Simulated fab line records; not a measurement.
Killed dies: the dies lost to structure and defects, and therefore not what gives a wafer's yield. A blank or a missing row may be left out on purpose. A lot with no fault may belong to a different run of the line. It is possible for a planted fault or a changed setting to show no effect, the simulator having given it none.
Which of the tools did it? :: flow sky130 :: Sampling: 14 lots, 42 wafers, 2 of 708 route steps

== WHAT THE GAUGES READ, wafer by wafer ==
The record lacks any reading of a measuring or inspecting step that a usual standard deviation could be used to judge.

== EACH LOT AND THE TOOL THAT RAN IT (in order: tool; ch and the chambers of the sampled wafers; start) ==
lot: L437
SKY_CAP2M_METAL_ETCH_13: rie-metal-01 ch 0,1, day 40 10:17
SKY_PAD_OPEN_PROBE_99: -

lot: L438
SKY_CAP2M_METAL_ETCH_13: rie-metal-04 ch 0, day 40 15:32
SKY_PAD_OPEN_PROBE_99: -

lot: L439
SKY_CAP2M_METAL_ETCH_13: rie-metal-01 ch 0,1, day 41 00:12
SKY_PAD_OPEN_PROBE_99: -

lot: L441
SKY_CAP2M_METAL_ETCH_13: rie-metal-02 ch 0,1, day 41 20:27
SKY_PAD_OPEN_PROBE_99: -

lot: L442
SKY_CAP2M_METAL_ETCH_13: rie-metal-04 ch 0,1, day 42 00:59
SKY_PAD_OPEN_PROBE_99: -

lot: L443
SKY_CAP2M_METAL_ETCH_13: rie-metal-02 ch 0,1, day 42 10:36
SKY_PAD_OPEN_PROBE_99: -

lot: L444
SKY_CAP2M_METAL_ETCH_13: rie-metal-01 ch 0,1, day 42 20:15
SKY_PAD_OPEN_PROBE_99: -

lot: L445
SKY_CAP2M_METAL_ETCH_13: rie-metal-04 ch 0,1, day 43 00:05
SKY_PAD_OPEN_PROBE_99: -

lot: L446
SKY_CAP2M_METAL_ETCH_13: rie-metal-01 ch 0,1, day 43 05:02
SKY_PAD_OPEN_PROBE_99: -

lot: L451
SKY_CAP2M_METAL_ETCH_13: rie-metal-04 ch 0,1, day 44 19:23
SKY_PAD_OPEN_PROBE_99: prober-02, day 49 05:37

lot: L453
SKY_CAP2M_METAL_ETCH_13: rie-metal-04 ch 0,1, day 45 03:48
SKY_PAD_OPEN_PROBE_99: prober-01, day 49 12:37

lot: L454
SKY_CAP2M_METAL_ETCH_13: rie-metal-01 ch 1, day 45 10:48
SKY_PAD_OPEN_PROBE_99: -

lot: L456
SKY_CAP2M_METAL_ETCH_13: rie-metal-01 ch 0,1, day 46 00:11
SKY_PAD_OPEN_PROBE_99: -

lot: L459
SKY_CAP2M_METAL_ETCH_13: rie-metal-01 ch 0,1, day 46 20:14
SKY_PAD_OPEN_PROBE_99: -
- SKY_CAP2M_METAL_ETCH_13: etches TiN in Cl2/BCl3, stops on SiO2, target depth 220 nm, time 62.9 s.
- SKY_PAD_OPEN_PROBE_99

== WHAT THE TOOLS THEMSELVES READ (means of the sampled wafers that have a number; where no wafer has one, the mark that the record gives instead) ==
SKY_CAP2M_METAL_ETCH_13.
lot: L437
tool: rie-metal-01
drypump-motor-current-A (A): 5.5
oes-product-au (a.u.): 0.940
throttle-valve-pct (%): 21.908

lot: L438
tool: rie-metal-04
drypump-motor-current-A (A): 6.1
oes-product-au (a.u.): 0.944
throttle-valve-pct (%): 21.914

lot: L439
tool: rie-metal-01
drypump-motor-current-A (A): 5.5
oes-product-au (a.u.): 0.941
throttle-valve-pct (%): 21.899

lot: L441
tool: rie-metal-02
drypump-motor-current-A (A): 6.0
oes-product-au (a.u.): 0.938
throttle-valve-pct (%): 21.906

lot: L442
tool: rie-metal-04
drypump-motor-current-A (A): 5.5
oes-product-au (a.u.): 0.930
throttle-valve-pct (%): 21.900

lot: L443
tool: rie-metal-02
drypump-motor-current-A (A): 6.0
oes-product-au (a.u.): 0.931
throttle-valve-pct (%): 21.908

lot: L444
tool: rie-metal-01
drypump-motor-current-A (A): 5.5
oes-product-au (a.u.): 0.937
throttle-valve-pct (%): 21.903

lot: L445
tool: rie-metal-04
drypump-motor-current-A (A): 5.5
oes-product-au (a.u.): 0.929
throttle-valve-pct (%): 21.917

lot: L446
tool: rie-metal-01
drypump-motor-current-A (A): 5.6
oes-product-au (a.u.): 0.941
throttle-valve-pct (%): 21.897

lot: L451
tool: rie-metal-04
drypump-motor-current-A (A): 5.8
oes-product-au (a.u.): 0.935
throttle-valve-pct (%): 21.902

lot: L453
tool: rie-metal-04
drypump-motor-current-A (A): 5.8
oes-product-au (a.u.): 0.938
throttle-valve-pct (%): 21.904

lot: L454
tool: rie-metal-01
drypump-motor-current-A (A): 5.5
oes-product-au (a.u.): 0.947
throttle-valve-pct (%): 21.905

lot: L456
tool: rie-metal-01
drypump-motor-current-A (A): 5.5
oes-product-au (a.u.): 0.942
throttle-valve-pct (%): 21.903

lot: L459
tool: rie-metal-01
drypump-motor-current-A (A): 5.5
oes-product-au (a.u.): 0.949
throttle-valve-pct (%): 21.896

SKY_PAD_OPEN_PROBE_99.
lot: L451
tool: prober-02
defect-limited-yield (%): 81.0
killed_at_M0_to_M3: 49
killed_at_M4_up: 4.0
killed-at-contacts: 20
killed-at-front-end: 8
killed-at-other: 12.0
killed-dies: 94
killed-open: 43
killed-short: 39
sort_bin_3_pad_short (%): 1.1
sort_bin_5_function (%): 11.8
sort_bin_6_memory (%): 6.2
sort-n-pass: 398
sort-yield-pct (%): 81.0

lot: L453
tool: prober-01
defect-limited-yield (%): 78.2
killed_at_M0_to_M3: 51
killed_at_M4_up: 3.7
killed-at-contacts: 22
killed-at-front-end: 18
killed-at-other: 12.7
killed-dies: 107
killed-open: 50
killed-short: 45
sort_bin_3_pad_short (%): 1.6
sort_bin_5_function (%): 12.9
sort_bin_6_memory (%): 7.2
sort-n-pass: 385
sort-yield-pct (%): 78.2

== THE ANSWER, worked out from the rows above alone ==
Rule: what is usual is taken from the lots themselves. Put in order of their means at a reading, lots are off if they are a third of the lots or fewer, leave a main group of 4 or more, and stand apart from it by a gap of 3 or more times the standard deviation of the main group's means; of several such gaps the widest counts. The tables above print the reading to a certain number of digits; a main group whose means all agree to those digits is not used. A lot without any number at a reading at which 4 lots or more have one is off too. The other lots that the step has rows for count as sound. After the gauges, taken in route order, come the tools' own readings; for these a lot's mean is taken, as printed above. At the first step where some lot is off, the reading lying furthest off is the one used; lots without a number count as furthest.
No lot is off on any of the readings shown, so nothing can be concluded from this.

== WHAT THE SIMULATOR PUT IN ==
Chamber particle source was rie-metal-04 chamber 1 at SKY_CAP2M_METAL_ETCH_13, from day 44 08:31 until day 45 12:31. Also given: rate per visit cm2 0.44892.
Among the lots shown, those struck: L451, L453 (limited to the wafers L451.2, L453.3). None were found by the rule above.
